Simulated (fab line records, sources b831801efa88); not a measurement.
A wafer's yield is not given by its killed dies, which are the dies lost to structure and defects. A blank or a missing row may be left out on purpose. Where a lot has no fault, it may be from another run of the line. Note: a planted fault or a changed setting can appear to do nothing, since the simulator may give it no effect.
fab line records	flow sfq-line
record: lots: 7	wafers: 21	last-day: 80
route steps=325 shown I6@280 M7@281 I7@296 M8@311
lots untouched by any fault: they come from a run of this same line in which no faults occurred
start-h: the number of hours between the record's first day and the start of the first shown wafer of the lot	wait-h: time in hours since the lot's previous step	" identical to the entry in the row above	L1.1+2: a single row standing in for several wafers	- no value present, or no start provided	* or withheld: withheld	< > ~ a bound
route shown NAME@n: names a module that has steps shown in the file, with the first one's number in the route	usual: mean/standard deviation of fault-free wafers	same: alike in all rows	chamber/n: place in a boat	sites: readings site by site	_std_site: how widely they spread, as a standard deviation	_edge_site: inner sites' mean taken away from outer sites' mean	radius-mm: how far each site lies from the wafer's centre	mask NAME#n: copy n	behind: the last tool/chamber to shape the wafer	hold: what put the lot on hold/how long, in hours/how the hold closed	device: transistor that didn't switch, given as n, p or np	end of line: the same wafers' tests at the end of the route	for a step that has no rows: nothing shown but its recipe	killed: the dies lost at the first sort to structure and to defects; this is not the yield of the wafer	map: shows each die of a wafer: x if killed, . if not, _ if none is there
set.NAME: the setting the step ran with; set.NAME@STEP: the setting that earlier step ran with	model.NAME: the simulator's own value behind a step, which no gauge read
lots seen at some steps along the route; tables by step, rows by wafer
services: from which hour (start-h, from the record's first day; less than 0 if before it) a tool's chamber was out of use, for how many hours, and why
== steps ==
step: SFQ_TRILAYER_I6_VIA_STRIP_SOLV_CLEAN_174
recipe: chemistry: NMP	temp-c: 70	time-s: 600
step: SFQ_TRILAYER_M7_DEP_PRE_CLEAN_176
recipe: gas: Ar	time-s: 22.5	bias-v: 250
step: SFQ_TRILAYER_M7_DEP_SPUTTER_175
recipe: material: Nb	base-pressure-pa: 1.33e-06	chamber-pressure-pa: 0.1333	substrate-temp-c: 20	target-thk-nm: 200	power-w: 2000	time-s: 133.3
step: SFQ_M7_RS_MEAS_943
recipe: thk-meas-gauge: four-point-probe	reads: Nb_of_TRILAYER_M7_DEP_SPUTTER_175
usual: M7_NB_RS: 0.891/0.012
lot.wafer	tool	chamber	start-h	wait-h	M7_NB_RS[ohm/sq]
L882.2	film-metro-03	-	1593.81	0.1	0.880
L882.3	"	-	"	"	0.881
L882.5	"	-	"	"	0.880
L891.3	film-metro-01	-	1752.08	0.1	0.894
L891.5	"	-	"	"	0.886
L891.6	"	-	"	"	0.897
L892.1	film-metro-03	-	1756.84	0.0	0.898
L892.2	"	-	"	"	0.897
L892.3	"	-	"	"	0.882
L893.2	film-metro-03	-	1764.06	0.1	0.871
L893.3	"	-	"	"	0.885
L893.4	"	-	"	"	0.885
L896.1	film-metro-03	-	1767.81	0.0	0.873
L896.2	"	-	"	"	0.867
L896.6	"	-	"	"	0.876
L900.3	film-metro-03	-	1782.68	0.1	0.900
L900.4	"	-	"	"	0.910
L900.5	"	-	"	"	0.898
L903.4	film-metro-01	-	1786.90	0.1	0.879
L903.5	"	-	"	"	0.874
L903.6	"	-	"	"	0.885
step: SFQ_TRILAYER_M7_LITHO_COAT_182
recipe: resist: BARC	spin-rpm: 3000	resist-thk-nm: 62
step: SFQ_TRILAYER_M7_LITHO_COAT_177
recipe: resist: KrF	spin-rpm: 3000	resist-thk-nm: 600
step: SFQ_TRILAYER_M7_LITHO_SOFTBAKE_181
recipe: temp-c: withheld	time-s: withheld	resist: KrF
step: SFQ_TRILAYER_M7_LITHO_EXPOSE_178
recipe: mask-id: M7	na: 0.6	source-shape: conventional	sigma-outer: 0.65	target-cd-nm: 500	dose-mj: 14.4
step: SFQ_TRILAYER_M7_LITHO_PEB_180
recipe: peb-temp-c: 115	peb-time-s: 60	resist: KrF
step: SFQ_TRILAYER_M7_LITHO_DEVELOP_179
recipe: time-s: 60	resist: KrF
step: SFQ_M7_OVL_MEAS_945
usual: M7_OVL: 2/5
lot.wafer	tool	chamber	start-h	wait-h	M7_OVL[nm]
L882.2	overlay-01	-	1683.78	0.1	7
L882.3	"	-	"	"	8
L882.5	"	-	"	"	0
L891.3	overlay-02	-	1837.39	0.1	5
L891.5	"	-	"	"	3
L891.6	"	-	"	"	10
L892.1	overlay-01	-	1843.38	0.1	4
L892.2	"	-	"	"	6
L892.3	"	-	"	"	3
L893.2	overlay-01	-	1848.18	0.1	6
L893.3	"	-	"	"	9
L893.4	"	-	"	"	4
L896.1	overlay-01	-	1852.98	0.1	-1
L896.2	"	-	"	"	-2
L896.6	"	-	"	"	1
L900.3	overlay-01	-	1872.19	0.1	1
L900.4	"	-	"	"	2
L900.5	"	-	"	"	0
L903.4	overlay-01	-	1880.72	0.1	6
L903.5	"	-	"	"	6
L903.6	"	-	"	"	11
step: SFQ_TRILAYER_M7_BARC_OPEN_METAL_ETCH_229
recipe: mask-material: PR	chemistry: O2	target-depth-nm: 125	target: BARC	icp-w: 600	bias-w: 80	pressure-mtorr: 10	time-s: 41.7
usual: bias-w: 80.00/0.25	chamber-pressure-mTorr: 9.999/0.0089	drypump-motor-current-A: 6.0/0.45	oes-product-au: 0.685/0.0048
lot.wafer	tool	chamber	start-h	wait-h	bias-w	chamber-pressure-mTorr	drypump-motor-current-A	oes-product-au	rf-hours-counter-h	model.KrF_of_TRILAYER_M7_LITHO_COAT_177.thk-nm
L882.2	rie-metal-02	0	1683.81	0.0	79.93	9.986	6.5	0.684	127	523.9
L882.3	"	0	"	"	79.79	9.991	6.5	0.691	-	524.6
L882.5	"	0	"	"	80.00	10.002	6.5	0.688	-	525.3
L891.3	rie-metal-02	1	1837.43	0.0	-	-	-	-	-	573.9
L891.5	"	1	"	"	-	-	-	-	-	575.5
L891.6	"	0	"	"	-	-	-	-	-	576
L892.1	rie-metal-02	0	1843.41	0.0	-	-	-	-	-	576.8
L892.2	"	1	"	"	-	-	-	-	-	574.4
L892.3	"	0	"	"	-	-	-	-	-	575.9
L893.2	rie-metal-03	1	1848.21	0.0	-	-	-	-	-	572.4
L893.3	"	0	"	"	-	-	-	-	-	575
L893.4	"	1	"	"	-	-	-	-	-	573
L896.1	rie-metal-01	0	1853.01	0.0	79.92	10.007	5.3	0.685	31	523.3
L896.2	"	1	"	"	79.81	9.997	6.3	0.676	20	523.4
L896.6	"	0	"	"	80.00	10.003	5.3	0.686	-	525.8
L900.3	rie-metal-02	0	1872.23	0.0	80.10	9.991	6.5	0.681	-	523.8
L900.4	"	1	"	"	80.51	9.997	6.3	0.693	-	522.6
L900.5	"	0	"	"	80.18	10.010	6.5	0.683	-	521.5
L903.4	rie-metal-03	1	1880.76	0.0	79.74	9.986	6.1	0.675	-	526.4
L903.5	"	1	"	"	79.86	10.003	6.1	0.689	-	523.9
L903.6	"	0	"	"	80.21	10.001	5.5	0.686	-	524.7
step: SFQ_TRILAYER_M7_ETCH_METAL_ETCH_180
recipe: target: Nb	stop-on: SiO2	mask-material: PR	chemistry: Cl2/Ar	target-depth-nm: 240	icp-w: 600	bias-w: 80	pressure-mtorr: 10	time-s: 120
usual: bias-w: 80.01/0.25	chamber-pressure-mTorr: 10.001/0.0085	drypump-motor-current-A: 6.0/0.45	oes-product-au: 0.893/0.0079
lot.wafer	tool	chamber	start-h	wait-h	bias-w	chamber-pressure-mTorr	drypump-motor-current-A	oes-product-au	rf-hours-counter-h	model.KrF_of_TRILAYER_M7_LITHO_COAT_177.thk-nm
L882.2	rie-metal-02	0	1683.87	0.0	80.24	10.005	6.6	0.896	127	380.6
L882.3	"	0	"	"	80.31	9.998	6.6	0.906	-	380.8
L882.5	"	0	"	"	80.09	9.996	6.6	0.896	-	382.1
L891.3	rie-metal-02	1	1837.51	0.1	80.32	10.011	6.3	0.374	-	434
L891.5	"	1	"	"	80.37	9.999	6.3	0.373	-	434.1
L891.6	"	0	"	"	80.19	9.988	6.5	0.368	-	434
L892.1	rie-metal-02	0	1843.47	0.0	79.86	10.025	6.5	0.375	6	434.2
L892.2	"	1	"	"	79.94	9.999	6.3	0.371	47	433
L892.3	"	0	"	"	80.29	10.014	6.5	0.379	-	434
L893.2	rie-metal-03	1	1848.27	0.0	80.01	10.004	6.1	0.375	0	434.1
L893.3	"	0	"	"	79.92	10.002	5.5	0.373	-	434.4
L893.4	"	1	"	"	79.74	10.000	6.1	0.370	-	433.9
L896.1	rie-metal-01	0	1853.07	0.0	79.48	10.003	5.3	0.909	31	386.1
L896.2	"	1	"	"	79.66	10.006	6.2	0.906	20	381.3
L896.6	"	0	"	"	80.23	10.013	5.3	0.903	-	388.1
L900.3	rie-metal-02	0	1872.31	0.1	79.89	10.021	6.5	0.893	-	382.6
L900.4	"	1	"	"	80.00	10.000	6.3	0.883	-	381
L900.5	"	0	"	"	79.69	10.014	6.5	0.885	-	380.3
L903.4	rie-metal-03	1	1880.84	0.1	79.96	10.006	6.1	0.900	-	386.1
L903.5	"	1	"	"	80.08	10.002	6.1	0.899	-	385.4
L903.6	"	0	"	"	80.10	10.010	5.5	0.889	-	384.3
step: SFQ_TRILAYER_M7_STRIP_STRIP_181
recipe: gas: O2	power-w: 200	platen-temp-c: 40	overash-fraction: 0.65	chemistry: O2	pressure-mtorr: 50
step: SFQ_TRILAYER_M7_STRIP_SOLV_CLEAN_182
recipe: chemistry: NMP	temp-c: 70	time-s: 600
step: SFQ_TRILAYER_I7_DEP_PECVD_183
recipe: material: SiO2	temp-c: 150	time-s: 111.11	pressure-torr: 2.4	rf-w: 183.3	precursor: SiH4/N2O	target-thk-nm: 500
usual: chamber-pressure-Torr: 2.400/0.0054	heater-power-w: 79/16	throttle-valve-pct: 24.2/1.4
lot.wafer	tool	chamber	start-h	wait-h	chamber-pressure-Torr	heater-power-w	throttle-valve-pct
L882.2	pecvd-01	1	1684.77	0.0	2.407	98	24.1
L882.3	"	2	"	"	2.407	83	25.1
L882.5	"	2	"	"	2.401	85	25.0
L891.3	pecvd-02	0	1838.37	0.0	2.394	68	24.1
L891.5	"	1	"	"	2.402	63	21.4
L891.6	"	0	"	"	2.401	55	24.2
L892.1	pecvd-01	0	1844.37	0.0	2.412	85	23.9
L892.2	"	1	"	"	2.404	95	24.0
L892.3	"	2	"	"	2.400	86	24.9
L893.2	pecvd-02	0	1849.17	0.0	2.405	67	24.3
L893.3	"	1	"	"	2.393	65	21.8
L893.4	"	2	"	"	2.404	77	22.6
L896.1	pecvd-02	2	1853.97	0.0	2.393	74	22.7
L896.2	"	0	"	"	2.400	66	24.2
L896.6	"	1	"	"	2.402	65	21.9
L900.3	pecvd-03	0	1873.19	0.0	2.402	76	27.9
L900.4	"	2	"	"	2.400	60	23.6
L900.5	"	1	"	"	2.406	72	25.6
L903.4	pecvd-02	2	1881.75	0.0	2.403	70	22.9
L903.5	"	0	"	"	2.410	66	24.4
L903.6	"	1	"	"	2.404	64	21.8
step: SFQ_TRILAYER_I7_CMP_CMP_184
recipe: material: SiO2	down-force-psi: 3	platen-rpm: 60	pad-velocity-m-s: 0.94248
usual: head-pressure-psi: 3.000/0.0073	motor-current-A: 10.5/0.86	time-to-endpoint-s: 218/8.9
lot.wafer	tool	chamber	start-h	wait-h	head-pressure-psi	motor-current-A	time-to-endpoint-s
L882.3	cmp-02	1	1685.84	1.0	3.012	9.8	209
L882.2	"	2	"	"	2.992	11.3	203
L882.5	"	0	1687.34	2.5	2.993	11.8	216
L891.3	cmp-01	1	1840.64	2.2	3.009	9.0	228
L891.5	"	0	1842.14	3.7	3.000	10.4	214
L891.6	"	1	"	"	3.009	8.8	218
L892.1	cmp-01	3	1844.45	0.0	3.005	9.2	224
L892.3	"	1	1845.45	1.0	2.993	9.1	213
L892.2	"	2	"	"	2.997	11.5	219
L893.2	cmp-01	1	1849.25	0.0	2.989	9.0	223
L893.3	"	2	"	"	2.989	11.5	226
L893.4	"	3	"	"	3.000	9.4	231
L896.1	cmp-02	1	1855.13	1.1	3.001	9.9	229
L896.2	"	2	"	"	3.000	11.3	223
L896.6	"	0	1856.63	2.6	3.019	12.1	239
L900.4	cmp-01	3	1884.99	11.7	2.993	10.1	226
L900.3	"	0	"	"	2.997	10.1	203
L900.5	"	1	"	"	3.003	8.2	212
L903.4	cmp-02	1	1891.98	10.2	2.995	10.3	224
L903.6	"	2	"	"	3.006	11.5	205
L903.5	"	3	"	"	2.997	10.3	209
step: SFQ_I7_BOW_MEAS_946
recipe: mode: bow
usual: I7_BOW: 10/11
lot.wafer	tool	chamber	start-h	wait-h	I7_BOW[um]
L882.2	film-metro-04	-	1687.86	1.0	17
L882.3	"	-	"	"	9
L882.5	"	-	"	"	-6
L891.3	film-metro-04	-	1843.18	2.0	0
L891.5	"	-	"	"	-5
L891.6	"	-	"	"	-5
L892.1	film-metro-03	-	1847.45	2.5	10
L892.2	"	-	"	"	17
L892.3	"	-	"	"	11
L893.2	film-metro-03	-	1852.27	2.5	17
L893.3	"	-	"	"	8
L893.4	"	-	"	"	23
L896.1	film-metro-01	-	1857.13	1.5	15
L896.2	"	-	"	"	12
L896.6	"	-	"	"	10
L900.3	film-metro-01	-	1887.03	1.0	11
L900.4	"	-	"	"	-4
L900.5	"	-	"	"	-1
L903.4	film-metro-03	-	1893.54	1.1	9
L903.5	"	-	"	"	3
L903.6	"	-	"	"	15
step: SFQ_TRILAYER_I7_METRO_MEASURE_185
usual: thk-nm: 200.5/1.4
lot.wafer	tool	chamber	start-h	wait-h	thk-nm
L882.2	film-metro-04	-	1688.16	0.3	199.6
L882.3	"	-	"	"	201.8
L882.5	"	-	"	"	199.7
L891.3	film-metro-04	-	1843.66	0.5	199.6
L891.5	"	-	"	"	199.8
L891.6	"	-	"	"	199.4
L892.1	film-metro-03	-	1847.57	0.1	200.3
L892.2	"	-	"	"	201.0
L892.3	"	-	"	"	199.9
L893.2	film-metro-03	-	1852.57	0.3	199.9
L893.3	"	-	"	"	202.1
L893.4	"	-	"	"	202.0
L896.1	film-metro-01	-	1857.25	0.1	202.0
L896.2	"	-	"	"	200.6
L896.6	"	-	"	"	201.5
L900.3	film-metro-01	-	1887.51	0.5	198.3
L900.4	"	-	"	"	200.9
L900.5	"	-	"	"	200.4
L903.4	film-metro-03	-	1894.20	0.6	200.3
L903.5	"	-	"	"	198.2
L903.6	"	-	"	"	198.9
step: SFQ_TRILAYER_I7_VIA_LITHO_COAT_192
recipe: resist: BARC	spin-rpm: 3000	resist-thk-nm: 62
step: SFQ_TRILAYER_I7_VIA_LITHO_COAT_187
recipe: resist: KrF	spin-rpm: 3000	resist-thk-nm: 650
step: SFQ_TRILAYER_I7_VIA_LITHO_SOFTBAKE_191
recipe: temp-c: withheld	time-s: withheld	resist: KrF
step: SFQ_TRILAYER_I7_VIA_LITHO_EXPOSE_188
recipe: mask-id: I7	na: 0.6	source-shape: conventional	sigma-outer: 0.65	target-cd-nm: 1000	dose-mj: 21.3
usual: exposure-dose-mJ-cm2: 21.305/0.021	focus-offset-nm: 0.0/0.56	sigma-outer: 0.65/0
lot.wafer	tool	chamber	start-h	wait-h	mask	exposure-dose-mJ-cm2	focus-offset-nm	sigma-outer
L882.2	krf-scanner-01	0	1731.65	-	I7#0	21.334	0.2	0.65
L882.3	"	0	"	"	I7#0	21.337	-0.2	0.65
L882.5	"	0	"	"	I7#0	21.322	-0.9	0.65
L891.3	krf-scanner-01	-	1847.76	-	I7#0	-	-	-
L891.5	"	-	"	"	I7#0	-	-	-
L891.6	"	-	"	"	I7#0	-	-	-
L892.1	krf-scanner-01	-	1850.96	-	I7#0	-	-	-
L892.2	"	-	"	"	I7#0	-	-	-
L892.3	"	-	"	"	I7#0	-	-	-
L893.2	krf-scanner-01	-	1854.76	-	I7#0	-	-	-
L893.3	"	-	"	"	I7#0	-	-	-
L893.4	"	-	"	"	I7#0	-	-	-
L896.1	krf-scanner-01	0	1860.56	-	I7#0	21.329	-0.8	0.65
L896.2	"	0	"	"	I7#0	21.299	-0.2	0.65
L896.6	"	0	"	"	I7#0	21.328	-0.6	0.65
L900.3	krf-scanner-01	0	1899.22	-	I7#0	21.296	0.0	0.65
L900.4	"	0	"	"	I7#0	21.291	-0.1	0.65
L900.5	"	0	"	"	I7#0	21.280	0.0	0.65
L903.4	krf-scanner-01	0	1903.02	-	I7#0	21.300	-0.6	0.65
L903.5	"	0	"	"	I7#0	21.335	0.7	0.65
L903.6	"	0	"	"	I7#0	21.302	0.2	0.65
step: SFQ_TRILAYER_I7_VIA_LITHO_PEB_190
recipe: peb-temp-c: 115	peb-time-s: 60	resist: KrF
step: SFQ_TRILAYER_I7_VIA_LITHO_DEVELOP_189
recipe: time-s: 60	resist: KrF
step: SFQ_I7_OVL_MEAS_947
usual: I7_OVL: -4/4.3
lot.wafer	tool	chamber	start-h	wait-h	I7_OVL[nm]
L882.2	overlay-02	-	1732.96	0.1	-5
L882.3	"	-	"	"	-7
L882.5	"	-	"	"	-8
L891.3	overlay-02	-	1848.87	0.1	-
L891.5	"	-	"	"	-
L891.6	"	-	"	"	-
L892.1	overlay-02	-	1852.46	0.1	-
L892.2	"	-	"	"	-
L892.3	"	-	"	"	-
L893.2	overlay-02	-	1856.07	0.1	-
L893.3	"	-	"	"	-
L893.4	"	-	"	"	-
L896.1	overlay-02	-	1862.06	0.1	-12
L896.2	"	-	"	"	-11
L896.6	"	-	"	"	-12
L900.3	overlay-01	-	1900.33	0.1	2
L900.4	"	-	"	"	-3
L900.5	"	-	"	"	0
L903.4	overlay-01	-	1903.94	0.1	-1
L903.5	"	-	"	"	-6
L903.6	"	-	"	"	-7
step: SFQ_TRILAYER_I7_VIA_BARC_OPEN_VIA_ETCH_260
recipe: mask-material: PR	chemistry: O2	target-depth-nm: 125	target: BARC	source-w: 500	bias-w: 80	pressure-mtorr: 30	time-s: 41.7
usual: bias-w: 80.01/0.23	chamber-pressure-mTorr: 30.000/0.026	drypump-motor-current-A: 5.7/0.42	oes-product-au: 0.685/0.0045
lot.wafer	tool	chamber	start-h	wait-h	bias-w	chamber-pressure-mTorr	drypump-motor-current-A	oes-product-au	rf-hours-counter-h
L882.2	rie-diel-03	3	1732.99	0.0	80.31	29.968	5.5	0.682	2
L882.3	"	1	"	"	79.80	30.004	6.0	0.685	10
L882.5	"	0	"	"	79.74	30.024	5.8	0.686	-
L891.3	rie-diel-02	0	1848.90	0.0	79.88	30.024	5.2	0.679	12
L891.5	"	0	"	"	79.85	30.047	5.3	0.686	-
L891.6	"	1	"	"	79.85	30.034	5.5	0.675	-
L892.1	rie-diel-01	2	1852.50	0.0	79.90	30.006	5.6	0.683	17
L892.2	"	0	"	"	79.77	30.057	6.6	0.681	1
L892.3	"	1	"	"	80.07	29.991	6.1	0.687	15
L893.2	rie-diel-03	0	1856.10	0.0	80.05	29.978	5.8	0.684	2
L893.3	"	3	"	"	80.24	30.037	5.5	0.683	4
L893.4	"	0	"	"	79.96	30.003	5.8	0.686	-
L896.1	rie-diel-03	2	1862.10	0.0	80.03	29.990	5.1	0.695	5
L896.2	"	3	"	"	80.24	30.018	5.5	0.687	4
L896.6	"	3	"	"	80.04	30.000	5.5	0.683	-
L900.3	rie-diel-02	3	1900.36	0.0	79.91	29.969	5.2	0.687	0
L900.4	"	2	"	"	79.74	30.034	6.1	0.680	4
L900.5	"	1	"	"	79.87	30.028	5.5	0.686	-
L903.4	rie-diel-02	0	1903.96	0.0	79.99	30.037	5.3	0.691	13
L903.5	"	2	"	"	80.27	29.994	6.1	0.684	-
L903.6	"	1	"	"	80.08	30.008	5.5	0.686	-
step: SFQ_TRILAYER_I7_VIA_ETCH_VIA_ETCH_190
recipe: target: SiO2	stop-on: Nb	mask-material: PR	taper-deg: 20	chemistry: CHF3	target-depth-nm: 260	source-w: 500	bias-w: 80	pressure-mtorr: 30	time-s: withheld
usual: bias-w: 80.02/0.24	chamber-pressure-mTorr: 30.002/0.026	drypump-motor-current-A: 5.7/0.41	oes-product-au: 0.856/0.0052
lot.wafer	tool	chamber	start-h	wait-h	bias-w	chamber-pressure-mTorr	drypump-motor-current-A	oes-product-au
L882.2	rie-diel-03	3	1733.03	0.0	80.42	29.975	5.5	0.855
L882.3	"	1	"	"	80.35	30.007	5.9	0.858
L882.5	"	0	"	"	80.22	29.950	5.8	0.851
L891.3	rie-diel-02	0	1848.94	0.0	79.97	29.961	5.3	0.374
L891.5	"	0	"	"	79.94	30.010	5.3	0.377
L891.6	"	1	"	"	80.40	30.054	5.5	0.368
L892.1	rie-diel-01	2	1852.54	0.0	80.05	30.003	5.6	0.366
L892.2	"	0	"	"	80.01	30.000	6.6	0.381
L892.3	"	1	"	"	79.65	29.970	6.2	0.375
L893.2	rie-diel-03	0	1856.14	0.0	79.91	30.019	5.8	0.379
L893.3	"	3	"	"	80.23	29.996	5.5	0.376
L893.4	"	0	"	"	79.79	29.956	5.8	0.375
L896.1	rie-diel-03	2	1862.14	0.0	80.14	29.930	5.1	0.859
L896.2	"	3	"	"	80.45	29.988	5.5	0.861
L896.6	"	3	"	"	80.14	29.977	5.5	0.861
L900.3	rie-diel-02	3	1900.40	0.0	80.33	29.984	5.2	0.855
L900.4	"	2	"	"	79.97	29.981	6.1	0.856
L900.5	"	1	"	"	79.88	29.982	5.6	0.853
L903.4	rie-diel-02	0	1904.00	0.0	79.62	29.987	5.3	0.853
L903.5	"	2	"	"	80.01	30.029	6.1	0.851
L903.6	"	1	"	"	79.75	30.029	5.5	0.853
step: SFQ_TRILAYER_I7_VIA_STRIP_STRIP_191
recipe: gas: O2	power-w: 200	platen-temp-c: 40	overash-fraction: 0.65	chemistry: O2	pressure-mtorr: 50
step: SFQ_TRILAYER_I7_VIA_STRIP_SOLV_CLEAN_192
recipe: chemistry: NMP	temp-c: 70	time-s: 600
step: SFQ_TRILAYER_M8_LITHO_LOR_COAT_197
recipe: resist: lift-off	spin-rpm: 3000
step: SFQ_TRILAYER_M8_LITHO_LOR_BAKE_198
recipe: resist: lift-off	temp-c: withheld	time-s: withheld
step: SFQ_TRILAYER_M8_LITHO_COAT_193
recipe: resist: KrF	spin-rpm: 3000	resist-thk-nm: 600
step: SFQ_TRILAYER_M8_LITHO_SOFTBAKE_199
recipe: temp-c: withheld	time-s: withheld	resist: KrF
step: SFQ_TRILAYER_M8_LITHO_PEB_196
recipe: peb-temp-c: 115	peb-time-s: 60	resist: KrF
step: SFQ_TRILAYER_M8_LITHO_DEVELOP_195
recipe: img-clear-s: 15	time-s: 55	resist: KrF
step: SFQ_M8_OVL_MEAS_948
usual: M8_OVL: 2/6.3
lot.wafer	tool	chamber	start-h	wait-h	M8_OVL[nm]
L882.2	overlay-02	-	1820.45	0.1	1
L882.3	"	-	"	"	6
L882.5	"	-	"	"	-6
L891.3	overlay-02	-	1854.86	0.1	-
L891.5	"	-	"	"	-
L891.6	"	-	"	"	-
L892.1	overlay-02	-	1857.25	0.1	-
L892.2	"	-	"	"	-
L892.3	"	-	"	"	-
L893.2	overlay-02	-	1860.86	0.1	-
L893.3	"	-	"	"	-
L893.4	"	-	"	"	-
L896.1	overlay-02	-	1868.05	0.1	4
L896.2	"	-	"	"	13
L896.6	"	-	"	"	13
L900.3	overlay-01	-	1911.13	0.1	5
L900.4	"	-	"	"	4
L900.5	"	-	"	"	6
L903.4	overlay-01	-	1914.73	0.1	-5
L903.5	"	-	"	"	-2
L903.6	"	-	"	"	-2
step: SFQ_TRILAYER_M8_DEP_EVAP_197
recipe: material: Ti	angular-spread-deg: 1	target-thk-nm: 20	time-s: 100	power-w: 2000
step: SFQ_TRILAYER_M8_DEP_EVAP_198
recipe: material: Pt	angular-spread-deg: 1	target-thk-nm: 50	time-s: 250	power-w: 2000
step: SFQ_TRILAYER_M8_DEP_EVAP_196
recipe: material: Au	angular-spread-deg: 1	target-thk-nm: 180	time-s: 900	power-w: 2000
step: SFQ_M8_BOW_MEAS_951
recipe: mode: bow
usual: M8_BOW: 11/11
lot.wafer	tool	chamber	start-h	wait-h	M8_BOW[um]	model.etest.m8.ohm-sq	model.etest.i7.link-ohm	model.etest.m7.comb-log10-ohm
L882.2	film-metro-03	-	1821.60	0.0	16	0.1544	1.042	12
L882.3	"	-	"	"	9	0.1548	1.04	12
L882.5	"	-	"	"	-6	0.1535	1.039	12
L891.3	film-metro-02	-	1856.03	0.0	1	1e+06	1e+06	0
L891.5	"	-	"	"	-5	1e+06	1e+06	0
L891.6	"	-	"	"	-6	1e+06	1e+06	0
L892.1	film-metro-04	-	1858.39	0.0	11	1e+06	1e+06	0
L892.2	"	-	"	"	18	1e+06	1e+06	0
L892.3	"	-	"	"	11	1e+06	1e+06	0
L893.2	film-metro-02	-	1862.01	0.0	17	1e+06	1e+06	0
L893.3	"	-	"	"	8	1e+06	1e+06	0
L893.4	"	-	"	"	23	1e+06	1e+06	0
L896.1	film-metro-04	-	1869.19	0.0	15	0.1526	1.032	12
L896.2	"	-	"	"	14	0.1522	1.026	12
L896.6	"	-	"	"	13	0.1523	1.036	12
L900.3	film-metro-03	-	1912.29	0.0	12	0.1502	1.058	12
L900.4	"	-	"	"	-4	0.1524	1.068	12
L900.5	"	-	"	"	0	0.1509	1.056	12
L903.4	film-metro-03	-	1916.08	0.1	10	0.1566	1.044	12
L903.5	"	-	"	"	3	0.1552	1.037	12
L903.6	"	-	"	"	16	0.1541	1.046	12
== services ==
tool	chamber	start-h	hours	kind
rie-diel-02	-	1666.09	15.6	pm
cmp-01	-	1666.24	8.2	pm
rie-metal-02	1	1677.42	5.2	repair
krf-scanner-01	-	1678.00	1.3	pm
krf-scanner-01	-	1679.30	1.0	pm
pecvd-02	-	1686.25	14.0	pm
pecvd-02	2	1718.33	2.1	repair
cmp-01	-	1732.12	1.4	repair
pecvd-02	1	1763.37	6.0	repair
cmp-02	-	1770.54	5.2	pm
cmp-02	-	1775.72	4.0	pm
cmp-02	-	1777.46	1.1	repair
pecvd-02	-	1797.08	6.0	pm
film-metro-03	-	1804.36	2.1	pm
cmp-02	-	1810.45	0.8	repair
rie-metal-02	-	1810.60	1.4	pm
cmp-02	-	1817.39	1.5	repair
rie-diel-03	1	1818.90	54.2	repair
krf-scanner-01	-	1829.75	1.0	pm
krf-scanner-01	-	1831.95	1.3	pm
rie-diel-02	0	1850.44	5.2	repair
cmp-01	-	1858.56	4.4	repair
rie-diel-02	3	1886.60	10.9	repair
krf-scanner-01	-	1892.40	4.0	pm
== key ==
first-sign: step: SFQ_TRILAYER_M7_BARC_OPEN_METAL_ETCH_229	reading: tool-record	direction: missing
effect: step: SFQ_TRILAYER_M7_ETCH_METAL_ETCH_180	reading: oes-product-au	direction: down	sigmas: 66	usual: 0.893	struck: 0.373
effect: step: SFQ_TRILAYER_I7_VIA_LITHO_EXPOSE_188	reading: tool-record	direction: missing
effect: step: SFQ_I7_OVL_MEAS_947	reading: I7_OVL	direction: missing
effect: step: SFQ_TRILAYER_I7_VIA_ETCH_VIA_ETCH_190	reading: oes-product-au	direction: down	sigmas: 93	usual: 0.856	struck: 0.375
effect: step: SFQ_M8_OVL_MEAS_948	reading: M8_OVL	direction: missing
model-effect: step: SFQ_TRILAYER_M7_BARC_OPEN_METAL_ETCH_229	value: KrF_of_TRILAYER_M7_LITHO_COAT_177.thk-nm	without: 523.5	struck: 574.8
model-effect: step: SFQ_TRILAYER_M7_ETCH_METAL_ETCH_180	value: KrF_of_TRILAYER_M7_LITHO_COAT_177.thk-nm	without: 382.7	struck: 434
model-effect: step: SFQ_M8_BOW_MEAS_951	value: etest.m8.ohm-sq	without: 0.1542	struck: 1e+06
met-at SFQ_TRILAYER_M7_BARC_OPEN_METAL_ETCH_229
struck-wafers L891.3,L891.5,L891.6,L892.1,L892.2,L892.3,L893.2,L893.3,L893.4
onset-between 1683.81 1837.43
fault: kind: skipped-step-whole	tool: rie-metal-02,rie-metal-03	chamber: -	onset-h: 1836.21	steps: SFQ_TRILAYER_M7_BARC_OPEN_METAL_ETCH_229	scope: struck-lots-only
